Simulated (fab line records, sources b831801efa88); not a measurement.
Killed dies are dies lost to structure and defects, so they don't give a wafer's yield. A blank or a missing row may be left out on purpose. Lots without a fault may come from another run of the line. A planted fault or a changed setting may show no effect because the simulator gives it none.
fab line records | flow sfq_line
record lots=15 wafers=45 last_day=83
route steps=325 shown L0V@26 I0@45 M1@66 M2@90
lots that met no fault: from a run of the same line without faults
start_h: hours from the record's first day to the start of the lot's first wafer shown | wait_h: hours since the lot's step before | " the same as in the row above | L1.1+2: a row that stands for several wafers | - no value, or no start given | * or withheld: withheld | < > ~ a bound
route shown NAME@n: a module of which the file shows steps, and the number in the route of the first | usual: mean/standard deviation of fault-free wafers | same: alike in all rows | chamber/n: place in a boat | sites: the reading at each site | _std_site: their standard deviation | _edge_site: outer sites' mean less inner sites' | radius_mm: how far each site lies from the wafer's centre | mask NAME#n: copy n | behind: the tool/chamber that last shaped the wafer | hold: why the lot was held/for how many hours/how that ended | device: the transistor (n, p or np) that didn't switch | end of line: the same wafers' tests at the end of the route | a step without rows: its recipe alone | killed: dies lost to structure and defects at the first sort, not the wafer's yield | map: a wafer's dies, x killed, . not, _ none there
set.NAME: the setting as run; set.NAME@STEP: as run at that earlier step | model.NAME: the simulator's own value behind a step, which no gauge read
steps of the route over a sample of lots; a table a step, a row a wafer
services: from which hour (start_h, from the record's first day; less than 0 if before it) a tool's chamber was out of use, for how many hours, and why
## steps
# step SFQ_TRILAYER_L0_VIA_STRIP_STRIP_017
# recipe gas=O2 power_w=200 platen_temp_c=40 overash_fraction=0.65 chemistry=O2 pressure_mtorr=50
# usual drypump_motor_current_A=5.3/0.32 oes_product_au=1.002/0.0093
# columns lot.wafer tool chamber start_h wait_h drypump_motor_current_A oes_product_au rf_hours_counter_h
L832.3 rie_metal-02 1 109.40 - 5.3 0.980 -
L832.4 " 0 " " 5.3 0.991 -
L832.6 " 1 " " 5.2 0.998 -
L834.1 rie_metal-03 1 121.20 - 5.8 1.005 13
L834.3 " 0 " " 4.8 1.001 -
L834.4 " 1 " " 5.8 1.014 -
L835.2 rie_metal-03 1 126.02 - 5.7 1.010 13
L835.5 " 0 " " 4.8 1.013 -
L835.6 " 1 " " 5.8 1.004 -
L836.1 rie_metal-02 0 132.00 - 5.3 0.986 42
L836.2 " 1 " " 5.3 0.987 92
L836.5 " 0 " " 5.3 1.006 -
L837.2 rie_metal-03 0 144.28 - 4.7 1.011 167
L837.3 " 0 " " 4.8 1.006 -
L837.4 " 1 " " 5.8 1.009 -
L842.2 rie_metal-04 1 175.03 - 5.4 1.003 145
L842.3 " 1 " " 5.4 0.994 -
L842.5 " 0 " " 5.0 1.000 -
L845.1 rie_metal-02 1 191.83 - 5.3 0.984 103
L845.4 " 1 " " 5.3 0.994 -
L845.6 " 1 " " 5.3 0.996 -
L846.2 rie_metal-03 1 196.63 - 5.7 1.004 24
L846.4 " 0 " " 4.8 1.014 -
L846.6 " 1 " " 5.8 1.013 -
L847.3 rie_metal-02 0 199.23 - 5.3 1.002 -
L847.4 " 1 " " 5.3 1.003 -
L847.6 " 0 " " 5.3 0.993 -
L848.3 rie_metal-02 0 207.63 - 5.3 0.998 -
L848.5 " 1 " " 5.3 0.990 -
L848.6 " 0 " " 5.3 0.996 -
L849.1 rie_metal-04 1 213.43 - 5.4 0.991 152
L849.3 " 0 " " 5.0 1.002 -
L849.4 " 1 " " 5.5 0.992 -
L851.3 rie_metal-04 1 229.03 - 5.5 1.003 -
L851.4 " 0 " " 5.0 1.008 -
L851.5 " 1 " " 5.5 1.002 -
L852.2 rie_metal-04 0 231.23 - 5.1 1.003 117
L852.4 " 1 " " 5.4 1.004 -
L852.5 " 1 " " 5.4 0.986 -
L853.1 rie_metal-04 1 240.83 - 5.5 1.002 157
L853.5 " 0 " " 5.0 1.009 -
L853.6 " 1 " " 5.4 0.999 -
L854.1 rie_metal-03 1 243.67 - 5.7 1.004 32
L854.3 " 0 " " 4.8 0.998 -
L854.5 " 1 " " 5.7 1.007 -
# step SFQ_I0_BOW_MEAS_907
# recipe mode=bow
# usual I0_BOW=1/7.2
# columns lot.wafer tool chamber start_h wait_h I0_BOW[um]
L832.3 film_metro-03 - 194.57 1.5 -5
L832.4 " - " " -1
L832.6 " - " " -4
L834.1 film_metro-03 - 208.16 1.5 -15
L834.3 " - " " 6
L834.4 " - " " 11
L835.2 film_metro-03 - 213.80 2.5 5
L835.5 " - " " -6
L835.6 " - " " 1
L836.1 film_metro-01 - 224.64 2.0 13
L836.2 " - " " 12
L836.5 " - " " 2
L837.2 film_metro-04 - 238.20 2.0 12
L837.3 " - " " 5
L837.4 " - " " 2
L842.2 film_metro-03 - 287.76 1.5 1
L842.3 " - " " -13
L842.5 " - " " -8
L845.1 film_metro-01 - 299.74 2.5 1
L845.4 " - " " 3
L845.6 " - " " 2
L846.2 film_metro-03 - 303.66 2.5 6
L846.4 " - " " 2
L846.6 " - " " -2
L847.3 film_metro-03 - 306.68 2.0 -13
L847.4 " - " " -17
L847.6 " - " " 6
L848.3 film_metro-01 - 312.68 2.0 5
L848.5 " - " " -7
L848.6 " - " " -4
L849.1 film_metro-03 - 321.64 2.0 3
L849.3 " - " " 7
L849.4 " - " " -4
L851.3 film_metro-01 - 335.78 1.5 6
L851.4 " - " " 7
L851.5 " - " " 8
L852.2 film_metro-03 - 338.76 1.5 -2
L852.4 " - " " 7
L852.5 " - " " 0
L853.1 film_metro-03 - 350.18 2.0 7
L853.5 " - " " -8
L853.6 " - " " -9
L854.1 film_metro-01 - 354.64 2.0 -5
L854.3 " - " " -6
L854.5 " - " " 8
# step SFQ_TRILAYER_M1_LITHO_PEB_042
# recipe peb_temp_c=115 peb_time_s=60 resist=KrF
# usual chill_plate_temp_C=23.00/0.11 exhaust_pa=45.1/0.92
# columns lot.wafer tool chamber start_h wait_h chill_plate_temp_C exhaust_pa
L832.3 litho_track-04 0 398.74 0.7 23.02 45.1
L832.4 " 0 " " 22.95 44.9
L832.6 " 0 " " 22.89 45.0
L834.1 litho_track-02 0 414.29 1.0 23.05 44.0
L834.3 " 0 " " 23.06 44.0
L834.4 " 0 " " 22.91 45.9
L835.2 litho_track-04 - 426.32 0.8 - -
L835.5 " - " " - -
L835.6 " - " " - -
L836.1 litho_track-04 - 439.49 1.0 - -
L836.2 " - " " - -
L836.5 " - " " - -
L837.2 litho_track-02 - 458.72 0.8 - -
L837.3 " - " " - -
L837.4 " - " " - -
L842.2 litho_track-04 0 535.35 0.8 23.03 44.3
L842.3 " 0 " " 23.04 43.5
L842.5 " 0 " " 23.12 42.7
L845.1 litho_track-02 0 553.32 1.0 23.09 46.1
L845.4 " 0 " " 23.09 45.8
L845.6 " 0 " " 23.10 45.4
L846.2 litho_track-01 0 560.35 0.8 23.08 45.2
L846.4 " 0 " " 23.01 44.7
L846.6 " 0 " " 23.03 46.3
L847.3 litho_track-04 0 567.57 0.7 23.11 46.2
L847.4 " 0 " " 23.03 43.9
L847.6 " 0 " " 23.02 45.6
L848.3 litho_track-04 0 577.17 0.7 22.82 45.0
L848.5 " 0 " " 22.97 45.6
L848.6 " 0 " " 22.90 45.9
L849.1 litho_track-02 0 589.12 1.0 23.14 46.2
L849.3 " 0 " " 23.09 46.2
L849.4 " 0 " " 23.12 45.8
L851.3 litho_track-04 0 605.97 0.7 23.02 45.6
L851.4 " 0 " " 22.93 44.6
L851.5 " 0 " " 22.89 46.2
L852.2 litho_track-04 0 614.52 0.8 23.09 45.3
L852.4 " 0 " " 22.91 45.6
L852.5 " 0 " " 22.93 45.6
L853.1 litho_track-02 0 626.50 1.0 23.01 45.2
L853.5 " 0 " " 23.08 44.1
L853.6 " 0 " " 23.13 45.8
L854.1 litho_track-02 0 634.90 1.0 22.93 44.9
L854.3 " 0 " " 22.75 44.6
L854.5 " 0 " " 22.92 44.8
# step SFQ_M2_RS_MEAS_914
# recipe thk_meas_gauge=four-point-probe reads=Nb_of_TRILAYER_M2_DEP_SPUTTER_055
# usual M2_NB_RS=0.888/0.01
# columns lot.wafer tool chamber start_h wait_h M2_NB_RS[ohm/sq]
L832.3 film_metro-01 - 433.95 0.1 0.885
L832.4 " - " " 0.872
L832.6 " - " " 0.881
L834.1 film_metro-01 - 450.80 0.0 0.889
L834.3 " - " " 0.894
L834.4 " - " " 0.900
L835.2 film_metro-01 - 463.02 0.1 0.884
L835.5 " - " " 0.883
L835.6 " - " " 0.878
L836.1 film_metro-02 - 473.16 0.0 0.898
L836.2 " - " " 0.893
L836.5 " - " " 0.902
L837.2 film_metro-04 - 491.12 0.1 0.883
L837.3 " - " " 0.885
L837.4 " - " " 0.879
L842.2 film_metro-01 - 559.32 0.1 0.896
L842.3 " - " " 0.898
L842.5 " - " " 0.895
L845.1 film_metro-04 - 574.90 0.0 0.889
L845.4 " - " " 0.891
L845.6 " - " " 0.895
L846.2 film_metro-04 - 589.74 0.1 0.886
L846.4 " - " " 0.889
L846.6 " - " " 0.881
L847.3 film_metro-04 - 596.96 0.1 0.876
L847.4 " - " " 0.872
L847.6 " - " " 0.882
L848.3 film_metro-01 - 601.76 0.1 0.881
L848.5 " - " " 0.879
L848.6 " - " " 0.885
L849.1 film_metro-02 - 612.53 0.0 0.897
L849.3 " - " " 0.900
L849.4 " - " " 0.896
L851.3 film_metro-01 - 630.60 0.1 0.905
L851.4 " - " " 0.912
L851.5 " - " " 0.910
L852.2 film_metro-02 - 641.50 0.1 0.889
L852.4 " - " " 0.893
L852.5 " - " " 0.891
L853.1 film_metro-04 - 791.30 0.0 0.880
L853.5 " - " " 0.874
L853.6 " - " " 0.879
L854.1 film_metro-02 - 799.22 0.0 0.871
L854.3 " - " " 0.880
L854.5 " - " " 0.878
## services
# columns tool chamber start_h hours kind
rie_metal-03 1 185.83 1.6 repair
rie_metal-03 0 271.62 - clean
rie_metal-03 0 271.62 15.0 scheduled_down
rie_metal-03 0 271.62 15.0 vent_cycle
rie_metal-04 - 306.02 0.2 repair
rie_metal-02 0 312.35 1.2 repair
rie_metal-04 1 402.80 - clean
rie_metal-04 1 402.80 25.0 scheduled_down
rie_metal-04 1 402.80 25.0 vent_cycle
rie_metal-02 - 404.33 0.9 repair
rie_metal-04 1 461.52 3.9 repair
rie_metal-02 0 544.07 2.0 repair
rie_metal-04 0 547.12 - clean
rie_metal-04 0 547.12 15.2 scheduled_down
rie_metal-04 0 547.12 15.2 vent_cycle
rie_metal-02 1 568.09 - clean
rie_metal-02 1 568.09 18.3 scheduled_down
rie_metal-02 1 568.09 18.3 vent_cycle
rie_metal-02 - 606.04 2.8 pm
rie_metal-02 - 621.31 2.0 repair
## key
first_sign step=SFQ_TRILAYER_M1_LITHO_PEB_042 reading=tool_record direction=missing
effect none on later readings
met_at SFQ_TRILAYER_M1_LITHO_PEB_042
struck_lots L835,L836,L837
not_acting_at SFQ_TRILAYER_L0_VIA_STRIP_STRIP_017,SFQ_I0_BOW_MEAS_907,SFQ_M2_RS_MEAS_914
onset_between 414.29 426.32
fault kind=skipped_step_whole tool=litho_track-02,litho_track-04 chamber=- onset_h=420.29 steps=SFQ_TRILAYER_M1_LITHO_PEB_042 scope=struck_lots_only
